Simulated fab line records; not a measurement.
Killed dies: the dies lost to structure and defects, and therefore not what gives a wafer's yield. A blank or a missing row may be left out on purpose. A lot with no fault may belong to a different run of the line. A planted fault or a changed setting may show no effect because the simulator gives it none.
Which tool is to blame? / flow gf180mcu / Sampling: 24 lots, 72 wafers, 2 of 602 route steps

WHAT THE GAUGES READ, wafer by wafer
GF_DNWELL_TW_MEAS_09.
lot=L074; measured=day 2 18:46; on=filmMetro-03; DNWELL_TW=1358 1370 1381
lot=L075; measured=day 3 01:25; on=filmMetro-03; DNWELL_TW=1355 1355 1351
lot=L076; measured=day 3 05:40; on=filmMetro-04; DNWELL_TW=1366 1359 1366
lot=L077; measured=day 3 10:32; on=filmMetro-03; DNWELL_TW=1357 1359 1360
lot=L078; measured=day 3 16:37; on=filmMetro-04; DNWELL_TW=1370 1375 1376
lot=L079; measured=day 3 20:04; on=filmMetro-04; DNWELL_TW=1356 1348 1362
lot=L080; measured=day 4 01:46; on=filmMetro-04; DNWELL_TW=1358 1359 1357
lot=L081; measured=day 4 10:19; on=filmMetro-04; DNWELL_TW=1360 1356 1363
lot=L082; measured=day 4 11:55; on=filmMetro-02; DNWELL_TW=1351 1348 1357
lot=L083; measured=day 4 16:37; on=filmMetro-04; DNWELL_TW=1348 1356 1355
lot=L084; measured=day 5 01:08; on=filmMetro-02; DNWELL_TW=1356 1358 1358
lot=L085; measured=day 5 05:43; on=filmMetro-02; DNWELL_TW=1360 1356 1365
lot=L086; measured=day 5 09:46; on=filmMetro-03; DNWELL_TW=1365 1371 1371
lot=L087; measured=day 5 16:14; on=filmMetro-02; DNWELL_TW=1361 1368 1362
lot=L088; measured=day 5 19:10; on=filmMetro-02; DNWELL_TW=1365 1364 1366
lot=L089; measured=day 6 02:29; on=filmMetro-04; DNWELL_TW=1344 1341 1346
lot=L090; measured=day 6 06:55; on=filmMetro-04; DNWELL_TW=1356 1350 1347
lot=L091; measured=day 6 11:50; on=filmMetro-04; DNWELL_TW=1355 1357 1355
lot=L092; measured=day 6 18:55; on=filmMetro-02; DNWELL_TW=1355 1353 1357
lot=L093; measured=day 6 23:43; on=filmMetro-04; DNWELL_TW=1348 1347 1353
lot=L094; measured=day 7 04:35; on=filmMetro-03; DNWELL_TW=1363 1363 1362
lot=L095; measured=day 7 09:55; on=filmMetro-03; DNWELL_TW=1362 1366 1362
lot=L096; measured=day 7 15:49; on=filmMetro-04; DNWELL_TW=1352 1358 1353
lot=L097; measured=day 7 21:58; on=filmMetro-03; DNWELL_TW=1366 1363 1367

GF_SAB_OVL_MEAS_10.
lot=L074; measured=day 14 23:32; on=overlay-02; SAB_OVL (nm)=-0.2 -0.3 -1.7
lot=L075; measured=day 15 11:11; on=overlay-01; SAB_OVL (nm)=-0.9 -1.4 -0.6
lot=L076; measured=day 15 22:53; on=overlay-02; SAB_OVL (nm)=2.9 2.3 2.4
lot=L077; measured=day 16 03:14; on=overlay-02; SAB_OVL (nm)=-1.1 -0.8 0.0
lot=L078; measured=day 16 15:08; on=overlay-01; SAB_OVL (nm)=-0.7 -2.2 -1.3
lot=L079; measured=day 16 22:05; on=overlay-02; SAB_OVL (nm)=-0.2 -1.0 0.2
lot=L080; measured=day 17 05:32; on=overlay-02; SAB_OVL (nm)=-0.4 -0.2 -0.9
lot=L081; measured=day 18 05:17; on=overlay-01; SAB_OVL (nm)=-0.5 -1.4 -1.0
lot=L082; measured=day 18 07:56; on=overlay-01; SAB_OVL (nm)=-1.4 -3.4 -2.1
lot=L083; measured=day 18 14:20; on=overlay-01; SAB_OVL (nm)=-0.3 -0.1 -1.7
lot=L084; measured=day 19 03:47; on=overlay-01; SAB_OVL (nm)=1.7 -1.2 -0.3
lot=L085; measured=day 19 17:44; on=overlay-01; SAB_OVL (nm)=0.5 1.2 1.5
lot=L086; measured=day 19 16:35; on=overlay-01; SAB_OVL (nm)=0.5 -1.3 0.1
lot=L087; measured=day 20 03:03; on=overlay-01; SAB_OVL (nm)=0.7 0.1 0.2
lot=L088; measured=day 20 11:23; on=overlay-02; SAB_OVL (nm)=-1.2 1.8 -0.4
lot=L089; measured=day 21 00:38; on=overlay-02; SAB_OVL (nm)=0.7 -1.3 0.2
lot=L090; measured=day 20 23:26; on=overlay-01; SAB_OVL (nm)=0.5 -1.1 1.5
lot=L091; measured=day 21 08:05; on=overlay-02; SAB_OVL (nm)=0.6 2.1 0.6
lot=L092; measured=day 21 14:29; on=overlay-01; SAB_OVL (nm)=-2.3 -2.1 -3.0
lot=L093; measured=day 21 21:35; on=overlay-01; SAB_OVL (nm)=1.3 -0.2 0.1
lot=L094; measured=day 22 09:23; on=overlay-02; SAB_OVL (nm)=1.3 -0.3 -0.3
lot=L095; measured=day 22 15:05; on=overlay-02; SAB_OVL (nm)=0.5 0.4 -0.4
lot=L096; measured=day 22 21:23; on=overlay-02; SAB_OVL (nm)=0.4 -0.4 -1.4
lot=L097; measured=day 23 07:21; on=overlay-02; SAB_OVL (nm)=0.7 0.9 0.3

EACH LOT AND THE TOOL THAT RAN IT (in order: tool; ch and the chambers of the sampled wafers; start)
No process step before these readings appears in the record.

WHAT THE TOOLS THEMSELVES READ (means of the sampled wafers that have a number; where no wafer has one, the mark that the record gives instead)
The record holds no such reading with a usual standard deviation.

THE ANSWER, worked out from the rows above alone
Rule: the usual values come from the lots themselves. Put in order of their means at a reading, lots are off if they are a third of the lots or fewer, leave a main group of 4 or more, and stand apart from it by a gap of 3 or more times the standard deviation of the main group's means; of several such gaps the widest counts. A main group is skipped when, at the precision printed for the reading in the tables above, its means are all equal. Also off: a lot with no number at a reading for which 4 or more lots have one. Where the step has rows for the other lots, those lots are counted as sound. First the gauges in route order, then the tools' own readings, where a lot's mean is used as printed above. The first step at which some lot is off is used, and at that step the reading that is off furthest; a lot without a number counts as furthest.
None of the lots is off at any reading shown; this tells nothing.

WHAT HAD BEEN PUT IN BY THE SIMULATOR
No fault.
